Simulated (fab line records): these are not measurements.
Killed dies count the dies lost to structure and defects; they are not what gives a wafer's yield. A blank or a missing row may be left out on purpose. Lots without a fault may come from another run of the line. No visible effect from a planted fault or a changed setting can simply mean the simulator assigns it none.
What tool caused it? / flow gf180mcu / 13 lots, 39 wafers sampled, at 5 steps of a route of 602

WHAT THE GAUGES SHOWED, per wafer
GF_VT_IMPLANT_OVL_MEAS_07.
lot=L758; measured=day 5 16:16; on=overlay-01; VT_IMPLANT_OVL (nm)=-1.5 -0.1 -0.4
lot=L760; measured=day 6 01:43; on=overlay-01; VT_IMPLANT_OVL (nm)=-1.0 0.7 -1.8
lot=L762; measured=day 6 14:28; on=overlay-01; VT_IMPLANT_OVL (nm)=0.5 0.0 -0.9
lot=L763; measured=day 7 02:46; on=overlay-01; VT_IMPLANT_OVL (nm)=1.0 2.2 1.3
lot=L764; measured=day 7 05:53; on=overlay-02; VT_IMPLANT_OVL (nm)=-0.5 -2.4 1.1
lot=L767; measured=day 8 02:05; on=overlay-01; VT_IMPLANT_OVL (nm)=-0.4 -0.5 0.8
lot=L769; measured=day 8 14:04; on=overlay-02; VT_IMPLANT_OVL (nm)=2.1 0.1 -1.7
lot=L770; measured=day 8 21:14; on=overlay-01; VT_IMPLANT_OVL (nm)=-1.4 1.5 -1.9
lot=L771; measured=day 9 00:15; on=overlay-02; VT_IMPLANT_OVL (nm)=1.4 0.5 1.7
lot=L775; measured=day 10 00:30; on=overlay-02; VT_IMPLANT_OVL (nm)=-1.8 -0.7 0.0
lot=L778; measured=day 10 19:37; on=overlay-02; VT_IMPLANT_OVL (nm)=0.8 0.1 2.0
lot=L780; measured=day 11 09:09; on=overlay-01; VT_IMPLANT_OVL (nm)=0.5 -0.9 2.1
lot=L781; measured=day 11 13:41; on=overlay-02; VT_IMPLANT_OVL (nm)=1.8 2.8 -1.6

GF_VT_IMPLANT_OVL_MEAS_40.
lot=L758; measured=day 7 14:55; on=overlay-01; VT_IMPLANT_03_OVL (nm)=2.4 1.7 1.2
lot=L760; measured=day 8 00:29; on=overlay-01; VT_IMPLANT_03_OVL (nm)=1.7 2.1 1.7
lot=L762; measured=day 8 15:01; on=overlay-02; VT_IMPLANT_03_OVL (nm)=-0.7 -0.1 -1.7
lot=L763; measured=day 9 04:40; on=overlay-01; VT_IMPLANT_03_OVL (nm)=2.5 -0.7 0.9
lot=L764; measured=day 9 07:34; on=overlay-01; VT_IMPLANT_03_OVL (nm)=-0.6 -0.1 -0.9
lot=L767; measured=day 10 06:44; on=overlay-02; VT_IMPLANT_03_OVL (nm)=-2.4 -0.2 -1.0
lot=L769; measured=day 10 18:56; on=overlay-02; VT_IMPLANT_03_OVL (nm)=- - -
lot=L770; measured=day 11 03:22; on=overlay-01; VT_IMPLANT_03_OVL (nm)=1.1 1.0 0.6
lot=L771; measured=day 11 06:41; on=overlay-01; VT_IMPLANT_03_OVL (nm)=- - -
lot=L775; measured=day 12 08:09; on=overlay-02; VT_IMPLANT_03_OVL (nm)=-2.4 -1.2 -0.5
lot=L778; measured=day 13 05:36; on=overlay-02; VT_IMPLANT_03_OVL (nm)=-0.5 -1.9 -1.1
lot=L780; measured=day 13 21:28; on=overlay-01; VT_IMPLANT_03_OVL (nm)=1.8 4.9 1.9
lot=L781; measured=day 14 01:37; on=overlay-02; VT_IMPLANT_03_OVL (nm)=0.3 1.1 -0.3

GF_VT_IMPLANT_TW_MEAS_43.
lot=L758; measured=day 7 15:11; on=film metro-03; VT_IMPLANT_4_TW=693 692 689
lot=L760; measured=day 8 00:47; on=film metro-02; VT_IMPLANT_4_TW=693 692 690
lot=L762; measured=day 8 15:19; on=film metro-03; VT_IMPLANT_4_TW=696 698 694
lot=L763; measured=day 9 04:58; on=film metro-02; VT_IMPLANT_4_TW=690 689 694
lot=L764; measured=day 9 07:52; on=film metro-02; VT_IMPLANT_4_TW=693 691 689
lot=L767; measured=day 10 07:02; on=film metro-02; VT_IMPLANT_4_TW=690 686 684
lot=L769; measured=day 10 19:13; on=film metro-02; VT_IMPLANT_4_TW=30 30 30 30 30 30
lot=L770; measured=day 11 03:39; on=film metro-01; VT_IMPLANT_4_TW=694 698 695
lot=L771; measured=day 11 06:58; on=film metro-02; VT_IMPLANT_4_TW=30 30 30 30 30 30
lot=L775; measured=day 12 08:26; on=film metro-02; VT_IMPLANT_4_TW=693 691 694
lot=L778; measured=day 13 05:53; on=film metro-01; VT_IMPLANT_4_TW=697 695 695
lot=L780; measured=day 13 21:46; on=film metro-03; VT_IMPLANT_4_TW=691 691 689
lot=L781; measured=day 14 01:55; on=film metro-01; VT_IMPLANT_4_TW=692 694 694

GF_VT_IMPLANT_RS_MEAS_49: a four-point-probe measurement.
lot=L758; measured=day 7 15:46; on=film metro-02; MVPSD_RS (ohm/sq)=1164 1165 1164
lot=L760; measured=day 8 01:21; on=film metro-01; MVPSD_RS (ohm/sq)=1164 1169 1164
lot=L762; measured=day 8 15:53; on=film metro-01; MVPSD_RS (ohm/sq)=1163 1163 1166
lot=L763; measured=day 9 05:32; on=film metro-01; MVPSD_RS (ohm/sq)=1166 1165 1167
lot=L764; measured=day 9 08:27; on=film metro-02; MVPSD_RS (ohm/sq)=1169 1168 1169
lot=L767; measured=day 10 07:37; on=film metro-04; MVPSD_RS (ohm/sq)=1164 1165 1166
lot=L770; measured=day 11 04:14; on=film metro-04; MVPSD_RS (ohm/sq)=1171 1163 1168
lot=L775; measured=day 12 09:01; on=film metro-02; MVPSD_RS (ohm/sq)=1172 1172 1171
lot=L778; measured=day 13 06:28; on=film metro-04; MVPSD_RS (ohm/sq)=1168 1168 1166
lot=L780; measured=day 13 22:20; on=film metro-02; MVPSD_RS (ohm/sq)=1162 1166 1166
lot=L781; measured=day 14 02:29; on=film metro-01; MVPSD_RS (ohm/sq)=1166 1162 1163

EACH LOT AND THE TOOL THAT RAN IT (in order: tool; ch and the chambers of the sampled wafers; start)
lot=L758; GF_VT_IMPLANT_DEVELOP_39=litho track-01 ch 0, day 7 14:46
lot=L760; GF_VT_IMPLANT_DEVELOP_39=litho track-02 ch 0, day 8 00:20
lot=L762; GF_VT_IMPLANT_DEVELOP_39=litho track-03 ch 0, day 8 14:52
lot=L763; GF_VT_IMPLANT_DEVELOP_39=litho track-03 ch 0, day 9 04:31
lot=L764; GF_VT_IMPLANT_DEVELOP_39=litho track-01 ch 0, day 9 07:27
lot=L767; GF_VT_IMPLANT_DEVELOP_39=litho track-02 ch 0, day 10 06:37
lot=L769; GF_VT_IMPLANT_DEVELOP_39=litho track-02 ch 0, day 10 18:47
lot=L770; GF_VT_IMPLANT_DEVELOP_39=litho track-01 ch 0, day 11 03:14
lot=L771; GF_VT_IMPLANT_DEVELOP_39=litho track-02 ch 0, day 11 06:32
lot=L775; GF_VT_IMPLANT_DEVELOP_39=litho track-01 ch 0, day 12 08:00
lot=L778; GF_VT_IMPLANT_DEVELOP_39=litho track-01 ch 0, day 13 05:27
lot=L780; GF_VT_IMPLANT_DEVELOP_39=litho track-03 ch 0, day 13 21:19
lot=L781; GF_VT_IMPLANT_DEVELOP_39=litho track-03 ch 0, day 14 01:28
- GF_VT_IMPLANT_DEVELOP_39: develop time 60 s.

AS READ BY THE TOOLS THEMSELVES (means over the sampled wafers that have a number; for cases with no such wafer, the mark the record gives instead)
GF_VT_IMPLANT_DEVELOP_39.
lot=L758; tool=litho track-01; developer temp C (C)=22.96
lot=L760; tool=litho track-02; developer temp C (C)=22.96
lot=L762; tool=litho track-03; developer temp C (C)=22.93
lot=L763; tool=litho track-03; developer temp C (C)=23.08
lot=L764; tool=litho track-01; developer temp C (C)=22.98
lot=L767; tool=litho track-02; developer temp C (C)=23.00
lot=L769; tool=litho track-02; developer temp C (C)=23.02
lot=L770; tool=litho track-01; developer temp C (C)=23.05
lot=L771; tool=litho track-02; developer temp C (C)=22.89
lot=L775; tool=litho track-01; developer temp C (C)=23.07
lot=L778; tool=litho track-01; developer temp C (C)=22.93
lot=L780; tool=litho track-03; developer temp C (C)=22.93
lot=L781; tool=litho track-03; developer temp C (C)=22.84

THE ANSWER, worked out from the rows above alone
Rule: usual is defined by the lots themselves. The widest of any qualifying gaps counts: lots, ordered by their means at a reading, are off when they make up no more than a third of the lots, leave a main group of 4 or more, and stand apart from it by 3 or more times the standard deviation of that group's means. A main group whose means are all the same, to the digits that the tables above print for the reading, isn't used. A lot without any number at a reading at which 4 lots or more have one is off too. Any other lot the step has rows for is counted as sound. Order of review: gauges by route order, followed by the tools' own readings, for which a lot's mean as printed above is used. At the first step where some lot is off, the reading lying furthest off is the one used; lots without a number count as furthest.
Off: at GF_VT_IMPLANT_OVL_MEAS_40 (VT_IMPLANT_03_OVL), L769, L771. Without a number there: L769, L771. Mean 0.3 nm and standard deviation 1.4 in the main group.
A tool fits if, at a process step before that reading, it ran every lot that is off, and no sound lot after the first of them. Not tried: the gauges at GF_VT_IMPLANT_OVL_MEAS_40; whatever is off there is also off at GF_VT_IMPLANT_TW_MEAS_43, on other tools, and gauge error can't account for it. One candidate fits, namely litho track-02 at GF_VT_IMPLANT_DEVELOP_39. A fault onset in the window from L767 (day 10 06:37, its last sound lot) to L769 (day 10 18:47, its first lot off) fits.

WHAT WAS PUT IN BY THE SIMULATOR
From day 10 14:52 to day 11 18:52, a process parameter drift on litho track-02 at GF_VT_IMPLANT_DEVELOP_39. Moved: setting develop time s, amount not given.
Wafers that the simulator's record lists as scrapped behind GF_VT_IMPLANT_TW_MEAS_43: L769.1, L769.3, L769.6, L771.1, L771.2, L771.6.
Shown lots that were struck: L769, L771. This agrees with what the rule above found.
